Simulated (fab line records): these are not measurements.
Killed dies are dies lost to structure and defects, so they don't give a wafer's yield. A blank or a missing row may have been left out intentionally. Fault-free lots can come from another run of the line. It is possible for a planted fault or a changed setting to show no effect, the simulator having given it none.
Which tool is to blame? || flow sfqLine || Sampling: 14 lots, 42 wafers, 3 of 325 route steps

== WHAT EACH GAUGE READ, for each wafer ==
SFQ_L0_RS_MEAS_901: uses a four-point probe to measure. Usual: for L0_MONX_KI_RS the level is 43.4 ohm/sq and the standard deviation is 0.52.
{"lot": "L426", "measured": "day 1 22:34", "on": "filmMetro-04", "L0_MONX_KI_RS (ohm/sq)": "43.3 42.9 42.7", "flag": ""}
{"lot": "L427", "measured": "day 2 03:36", "on": "filmMetro-04", "L0_MONX_KI_RS (ohm/sq)": "42.3 42.8 42.6", "flag": ""}
{"lot": "L428", "measured": "day 2 08:37", "on": "filmMetro-04", "L0_MONX_KI_RS (ohm/sq)": "43.7 43.3 43.5", "flag": ""}
{"lot": "L430", "measured": "day 2 18:36", "on": "filmMetro-03", "L0_MONX_KI_RS (ohm/sq)": "44.3 43.1 43.7", "flag": ""}
{"lot": "L433", "measured": "day 3 09:34", "on": "filmMetro-01", "L0_MONX_KI_RS (ohm/sq)": "44.1 43.7 43.6", "flag": ""}
{"lot": "L434", "measured": "day 3 14:35", "on": "filmMetro-03", "L0_MONX_KI_RS (ohm/sq)": "43.3 43.6 43.2", "flag": ""}
{"lot": "L436", "measured": "day 4 00:36", "on": "filmMetro-03", "L0_MONX_KI_RS (ohm/sq)": "42.9 43.1 43.2", "flag": ""}
{"lot": "L437", "measured": "day 4 05:35", "on": "filmMetro-03", "L0_MONX_KI_RS (ohm/sq)": "42.7 42.9 42.6", "flag": ""}
{"lot": "L440", "measured": "day 4 20:34", "on": "filmMetro-04", "L0_MONX_KI_RS (ohm/sq)": "43.1 42.8 43.0", "flag": ""}
{"lot": "L442", "measured": "day 5 06:35", "on": "filmMetro-04", "L0_MONX_KI_RS (ohm/sq)": "41.3 41.3 41.0", "flag": "OFF"}
{"lot": "L444", "measured": "day 5 16:34", "on": "filmMetro-03", "L0_MONX_KI_RS (ohm/sq)": "41.6 41.1 41.8", "flag": "OFF"}
{"lot": "L445", "measured": "day 5 21:35", "on": "filmMetro-01", "L0_MONX_KI_RS (ohm/sq)": "42.6 42.7 42.7", "flag": ""}
{"lot": "L446", "measured": "day 6 02:34", "on": "filmMetro-04", "L0_MONX_KI_RS (ohm/sq)": "42.8 42.8 43.2", "flag": ""}
{"lot": "L447", "measured": "day 6 07:34", "on": "filmMetro-04", "L0_MONX_KI_RS (ohm/sq)": "43.0 43.6 44.0", "flag": ""}

SFQ_L0_THK_MEAS_902: measures by xrf. Usual: for L0_MONX_KI_THK the level is 40.0 nm and the standard deviation is 0.5.
{"lot": "L426", "measured": "day 1 22:41", "on": "filmMetro-04", "L0_MONX_KI_THK (nm)": "40.3 40.4 40.5", "flag": ""}
{"lot": "L427", "measured": "day 2 03:42", "on": "filmMetro-04", "L0_MONX_KI_THK (nm)": "40.7 40.3 40.5", "flag": ""}
{"lot": "L428", "measured": "day 2 08:43", "on": "filmMetro-04", "L0_MONX_KI_THK (nm)": "39.5 39.8 39.6", "flag": ""}
{"lot": "L430", "measured": "day 2 18:42", "on": "filmMetro-03", "L0_MONX_KI_THK (nm)": "39.0 40.3 39.7", "flag": ""}
{"lot": "L433", "measured": "day 3 09:41", "on": "filmMetro-01", "L0_MONX_KI_THK (nm)": "39.4 39.7 39.8", "flag": ""}
{"lot": "L434", "measured": "day 3 14:41", "on": "filmMetro-03", "L0_MONX_KI_THK (nm)": "40.1 39.6 40.0", "flag": ""}
{"lot": "L436", "measured": "day 4 00:42", "on": "filmMetro-03", "L0_MONX_KI_THK (nm)": "40.3 40.0 40.0", "flag": ""}
{"lot": "L437", "measured": "day 4 05:41", "on": "filmMetro-03", "L0_MONX_KI_THK (nm)": "40.7 40.6 40.7", "flag": ""}
{"lot": "L440", "measured": "day 4 20:41", "on": "filmMetro-04", "L0_MONX_KI_THK (nm)": "40.2 40.5 40.3", "flag": ""}
{"lot": "L442", "measured": "day 5 06:41", "on": "filmMetro-04", "L0_MONX_KI_THK (nm)": "42.1 42.2 42.6", "flag": "OFF"}
{"lot": "L444", "measured": "day 5 16:41", "on": "filmMetro-03", "L0_MONX_KI_THK (nm)": "41.7 41.9 41.3", "flag": "OFF"}
{"lot": "L445", "measured": "day 5 21:41", "on": "filmMetro-01", "L0_MONX_KI_THK (nm)": "40.9 41.1 41.0", "flag": ""}
{"lot": "L446", "measured": "day 6 02:41", "on": "filmMetro-04", "L0_MONX_KI_THK (nm)": "40.3 40.5 40.1", "flag": ""}
{"lot": "L447", "measured": "day 6 07:41", "on": "filmMetro-04", "L0_MONX_KI_THK (nm)": "40.3 39.7 39.4", "flag": ""}

== EACH LOT AND THE TOOL THAT RAN IT (in order: tool; ch and the chambers of the sampled wafers; start) ==
{"lot": "L426", "SFQ_TRILAYER_L0_DEP_SPUTTER_003": "pvdSputter-05, day 1 22:29"}
{"lot": "L427", "SFQ_TRILAYER_L0_DEP_SPUTTER_003": "pvdSputter-03, day 2 03:29"}
{"lot": "L428", "SFQ_TRILAYER_L0_DEP_SPUTTER_003": "pvdSputter-06, day 2 08:29"}
{"lot": "L430", "SFQ_TRILAYER_L0_DEP_SPUTTER_003": "pvdSputter-06, day 2 18:29"}
{"lot": "L433", "SFQ_TRILAYER_L0_DEP_SPUTTER_003": "pvdSputter-03, day 3 09:29"}
{"lot": "L434", "SFQ_TRILAYER_L0_DEP_SPUTTER_003": "pvdSputter-03, day 3 14:29"}
{"lot": "L436", "SFQ_TRILAYER_L0_DEP_SPUTTER_003": "pvdSputter-03, day 4 00:29"}
{"lot": "L437", "SFQ_TRILAYER_L0_DEP_SPUTTER_003": "pvdSputter-05, day 4 05:29"}
{"lot": "L440", "SFQ_TRILAYER_L0_DEP_SPUTTER_003": "pvdSputter-03, day 4 20:29"}
{"lot": "L442", "SFQ_TRILAYER_L0_DEP_SPUTTER_003": "pvdSputter-03, day 5 06:29"}
{"lot": "L444", "SFQ_TRILAYER_L0_DEP_SPUTTER_003": "pvdSputter-03, day 5 16:29"}
{"lot": "L445", "SFQ_TRILAYER_L0_DEP_SPUTTER_003": "pvdSputter-05, day 5 21:29"}
{"lot": "L446", "SFQ_TRILAYER_L0_DEP_SPUTTER_003": "pvdSputter-05, day 6 02:29"}
{"lot": "L447", "SFQ_TRILAYER_L0_DEP_SPUTTER_003": "pvdSputter-06, day 6 07:29"}
- SFQ_TRILAYER_L0_DEP_SPUTTER_003: material MoNx KI, target thk 40 nm, time 100 s.

== WHAT THE TOOLS THEMSELVES READ (means of the sampled wafers that have a number; where no wafer has one, the mark that the record gives instead) ==
SFQ_TRILAYER_L0_DEP_SPUTTER_003. Usual: cathodeDcPowerW 800.02 W, standard deviation 0.14; throttleValvePct 29.9 %, standard deviation 1.1.
{"lot": "L426", "tool": "pvdSputter-05", "cathodeDcPowerW (W)": 799.98, "throttleValvePct (%)": 30.1, "flag": ""}
{"lot": "L427", "tool": "pvdSputter-03", "cathodeDcPowerW (W)": 800.05, "throttleValvePct (%)": 30.9, "flag": ""}
{"lot": "L428", "tool": "pvdSputter-06", "cathodeDcPowerW (W)": 800.08, "throttleValvePct (%)": 28.6, "flag": ""}
{"lot": "L430", "tool": "pvdSputter-06", "cathodeDcPowerW (W)": 800.02, "throttleValvePct (%)": 28.4, "flag": ""}
{"lot": "L433", "tool": "pvdSputter-03", "cathodeDcPowerW (W)": 799.96, "throttleValvePct (%)": 29.5, "flag": ""}
{"lot": "L434", "tool": "pvdSputter-03", "cathodeDcPowerW (W)": 799.98, "throttleValvePct (%)": 30.9, "flag": ""}
{"lot": "L436", "tool": "pvdSputter-03", "cathodeDcPowerW (W)": 800.08, "throttleValvePct (%)": 30.0, "flag": ""}
{"lot": "L437", "tool": "pvdSputter-05", "cathodeDcPowerW (W)": 800.08, "throttleValvePct (%)": 30.2, "flag": ""}
{"lot": "L440", "tool": "pvdSputter-03", "cathodeDcPowerW (W)": 800.02, "throttleValvePct (%)": 30.2, "flag": ""}
{"lot": "L442", "tool": "pvdSputter-03", "cathodeDcPowerW (W)": 845.45, "throttleValvePct (%)": 30.8, "flag": "OFF"}
{"lot": "L444", "tool": "pvdSputter-03", "cathodeDcPowerW (W)": 845.63, "throttleValvePct (%)": 30.4, "flag": "OFF"}
{"lot": "L445", "tool": "pvdSputter-05", "cathodeDcPowerW (W)": 799.93, "throttleValvePct (%)": 30.5, "flag": ""}
{"lot": "L446", "tool": "pvdSputter-05", "cathodeDcPowerW (W)": 800.04, "throttleValvePct (%)": 29.8, "flag": ""}
{"lot": "L447", "tool": "pvdSputter-06", "cathodeDcPowerW (W)": 800.04, "throttleValvePct (%)": 29.0, "flag": ""}

== THE ANSWER, worked out from the rows above alone ==
Rule: a lot counts as off when the mean over its wafers that have a number is more than 3 standard deviations away from the usual mean. Also off: a lot with no number at a reading for which 4 or more lots have one. The other lots that the step has rows for count as sound. First the gauges in route order, then the tools' own readings, where a lot's mean is used as printed above. At the first step where some lot is off, the reading lying furthest off is the one used; lots without a number count as furthest.
Off: L442, L444, at SFQ_L0_RS_MEAS_901 (L0_MONX_KI_RS).
A tool fits if, at a process step before that reading, it ran every lot that is off, and no sound lot after the first of them. The gauges at SFQ_L0_RS_MEAS_901 aren't tried: what is off there is off at SFQ_TRILAYER_L0_DEP_SPUTTER_003 too, on other tools, and a gauge's error can't cause that. One candidate fits, namely pvdSputter-03 at SFQ_TRILAYER_L0_DEP_SPUTTER_003. Its last sound lot is L440 (day 4 20:29), its first lot that is off L442 (day 5 06:29): a fault that began between those two fits.
On the lots that are off, the tool's own readings at SFQ_TRILAYER_L0_DEP_SPUTTER_003 differ by more than 5 times the standard deviation of the sound lots' means, which bears it out; cathodeDcPowerW reads 845.54 W there versus 800.02 W on the sound lots.

== WHAT HAD BEEN PUT IN BY THE SIMULATOR ==
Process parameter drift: pvdSputter-03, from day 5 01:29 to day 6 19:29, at SFQ_TRILAYER_L0_DEP_SPUTTER_003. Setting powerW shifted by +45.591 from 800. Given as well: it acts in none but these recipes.
Struck lots among those shown: L442, L444. Same finding as the rule above.
